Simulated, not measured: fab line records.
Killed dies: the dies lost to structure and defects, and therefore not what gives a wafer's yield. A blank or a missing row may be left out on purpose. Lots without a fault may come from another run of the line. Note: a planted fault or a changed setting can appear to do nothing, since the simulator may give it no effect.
Which tool did it?    flow gf180mcu    Sampling: 11 lots, 33 wafers, 6 of 602 route steps

WHAT THE GAUGES READ, wafer by wafer
GF_NSD_CD_MEAS_07: the cd target is 400 nm.
lot   measured      on         cd-nm (nm)
L607  day 14 05:19  cd-sem-01  399.2 403.3 399.5
L608  day 14 17:44  cd-sem-02  403.7 403.8 401.7
L609  day 14 23:25  cd-sem-02  399.9 398.5 400.3
L611  day 15 22:11  cd-sem-01  399.8 399.3 400.0
L612  day 16 03:43  cd-sem-02  399.1 398.1 395.7
L613  day 16 13:49  cd-sem-02  396.0 395.7 397.8
L614  day 16 19:16  cd-sem-02  402.5 401.3 400.8
L615  day 17 02:22  cd-sem-01  401.9 398.2 403.6
L616  day 17 11:10  cd-sem-02  403.2 401.7 402.6
L617  day 17 20:13  cd-sem-02  401.4 398.9 402.5
L620  day 18 21:49  cd-sem-02  401.4 401.7 403.5

GF_CONTACT_RS_MEAS_25: the measuring method here is four-point-probe.
lot   measured      on             CONTACT_W_RS (ohm/sq)
L607  day 17 01:13  film-metro-02  0.381 0.381 0.383
L608  day 17 15:21  film-metro-03  0.383 0.376 0.379
L609  day 17 21:53  film-metro-03  0.383 0.385 0.383
L611  day 19 01:52  film-metro-01  0.381 0.383 0.387
L612  day 19 05:13  film-metro-02  0.385 0.382 0.387
L613  day 19 13:59  film-metro-03  0.384 0.379 0.379
L614  day 19 21:25  film-metro-01  0.387 0.385 0.389
L615  day 20 04:31  film-metro-03  0.383 0.384 0.390
L616  day 20 13:47  film-metro-03  0.380 0.382 0.386
L617  day 20 23:34  film-metro-01  0.383 0.383 0.381
L620  day 22 01:46  film-metro-01  0.291 0.380 0.383

GF_CONTACT_THK_MEAS_26: measures by xrf.
lot   measured      on             CONTACT_W_THK (nm)
L607  day 17 01:19  film-metro-02  295 296 295
L608  day 17 15:28  film-metro-03  295 299 297
L609  day 17 21:59  film-metro-03  296 295 296
L611  day 19 01:59  film-metro-01  304 305 302
L612  day 19 05:20  film-metro-02  296 298 294
L613  day 19 14:05  film-metro-03  291 295 297
L614  day 19 21:32  film-metro-01  298 301 298
L615  day 20 04:38  film-metro-03  295 296 291
L616  day 20 13:54  film-metro-03  299 297 293
L617  day 20 23:41  film-metro-01  299 299 301
L620  day 22 01:53  film-metro-01  396 307 301

GF_V3_CD_MEAS_14: the cd target is 260 nm.
lot   measured      on         cd-nm (nm)
L607  day 23 08:20  cd-sem-01  260.7 260.4 261.0
L608  day 23 21:22  cd-sem-02  260.5 260.5 259.9
L609  day 24 05:07  cd-sem-01  262.3 260.5 261.1
L611  day 25 03:58  cd-sem-01  260.0 260.2 258.2
L612  day 25 15:06  cd-sem-02  259.8 259.4 260.1
L613  day 25 16:46  cd-sem-01  261.4 260.8 260.8
L614  day 25 21:11  cd-sem-02  261.6 260.4 260.9
L615  day 26 13:35  cd-sem-01  260.4 261.0 259.9
L616  day 26 15:09  cd-sem-01  260.9 261.6 262.9
L617  day 26 19:11  cd-sem-02  260.0 258.6 259.9
L620  day 27 17:48  cd-sem-02  259.9 260.8 261.2

EACH LOT AND THE TOOL THAT RAN IT (in order: tool; ch and the chambers of the sampled wafers; start)
lot   GF_CONTACT_CVD_24              GF_CONTACT_CMP_27
L607  cvd-w-01 ch 0, day 17 01:05    cmp-02 ch 0,1,3, day 17 01:22
L608  cvd-w-02 ch 0,1, day 17 15:15  cmp-02 ch 1,2, day 17 15:32
L609  cvd-w-02 ch 0,1, day 17 21:46  cmp-02 ch 0,2,3, day 18 00:43
L611  cvd-w-01 ch 0,1, day 19 01:46  cmp-01 ch 0,3, day 19 02:03
L612  cvd-w-02 ch 0, day 19 05:07    cmp-02 ch 0,2,3, day 19 05:27
L613  cvd-w-01 ch 0,1, day 19 13:53  cmp-01 ch 1,2,3, day 19 14:14
L614  cvd-w-01 ch 0,1, day 19 21:19  cmp-02 ch 1,3, day 19 21:35
L615  cvd-w-02 ch 0,1, day 20 04:25  cmp-02 ch 0,1,2, day 20 04:53
L616  cvd-w-02 ch 0,1, day 20 13:41  cmp-01 ch 1,2, day 20 14:01
L617  cvd-w-02 ch 0,1, day 20 23:28  cmp-01 ch 0,1,3, day 20 23:44
L620  cvd-w-02 ch 0,1, day 22 01:40  cmp-02 ch 0,1,2, day 22 01:59
- GF_CONTACT_CVD_24: deposits W, target thk 300 nm, time 90.339 s.
- GF_CONTACT_CMP_27: polishes, stops on SiO2, t overpolish 15 s, target thk 0 nm.

WHAT THE TOOLS THEMSELVES READ (means of the sampled wafers that have a number; where no wafer has one, the mark that the record gives instead)
GF_CONTACT_CVD_24.
lot   tool      chamber-pressure-Torr (Torr)  heater-power-w (W)
L607  cvd-w-01  39.80                         751
L608  cvd-w-02  40.00                         852
L609  cvd-w-02  39.98                         841
L611  cvd-w-01  39.96                         798
L612  cvd-w-02  39.94                         828
L613  cvd-w-01  39.94                         820
L614  cvd-w-01  40.01                         808
L615  cvd-w-02  40.01                         844
L616  cvd-w-02  40.09                         842
L617  cvd-w-02  40.04                         848
L620  cvd-w-02  40.06                         859

GF_CONTACT_CMP_27.
lot   tool    motor-current-A (A)  time-to-endpoint-s (s)
L607  cmp-02  11.2                 70
L608  cmp-02  13.0                 75
L609  cmp-02  11.6                 74
L611  cmp-01  10.6                 76
L612  cmp-02  11.6                 75
L613  cmp-01  9.7                  74
L614  cmp-02  10.8                 70
L615  cmp-02  12.3                 76
L616  cmp-01  10.0                 73
L617  cmp-01  9.9                  75
L620  cmp-02  12.5                 82

THE ANSWER, worked out from the rows above alone
Rule: what is usual is taken from the lots themselves. The widest of any qualifying gaps counts: lots, ordered by their means at a reading, are off when they make up no more than a third of the lots, leave a main group of 4 or more, and stand apart from it by 3 or more times the standard deviation of that group's means. A main group is skipped when, at the precision printed for the reading in the tables above, its means are all equal. Also off: a lot with no number at a reading for which 4 or more lots have one. The other lots that the step has rows for count as sound. After the gauges, taken in route order, come the tools' own readings; for these a lot's mean is taken, as printed above. At the first step where some lot is off, the reading lying furthest off is the one used; lots without a number count as furthest.
Off: at GF_CONTACT_RS_MEAS_25 (CONTACT_W_RS), L620. The main group: mean 0.383 ohm/sq, standard deviation 0.0022.
A tool fits if, at a process step before that reading, it ran every lot that is off, and no sound lot after the first of them. The gauges at GF_CONTACT_RS_MEAS_25 are tried like those tools. Undecided on this evidence; 2 tools fit (cvd-w-02 at GF_CONTACT_CVD_24, film-metro-01 at GF_CONTACT_RS_MEAS_25).

WHAT THE SIMULATOR HAD PUT IN
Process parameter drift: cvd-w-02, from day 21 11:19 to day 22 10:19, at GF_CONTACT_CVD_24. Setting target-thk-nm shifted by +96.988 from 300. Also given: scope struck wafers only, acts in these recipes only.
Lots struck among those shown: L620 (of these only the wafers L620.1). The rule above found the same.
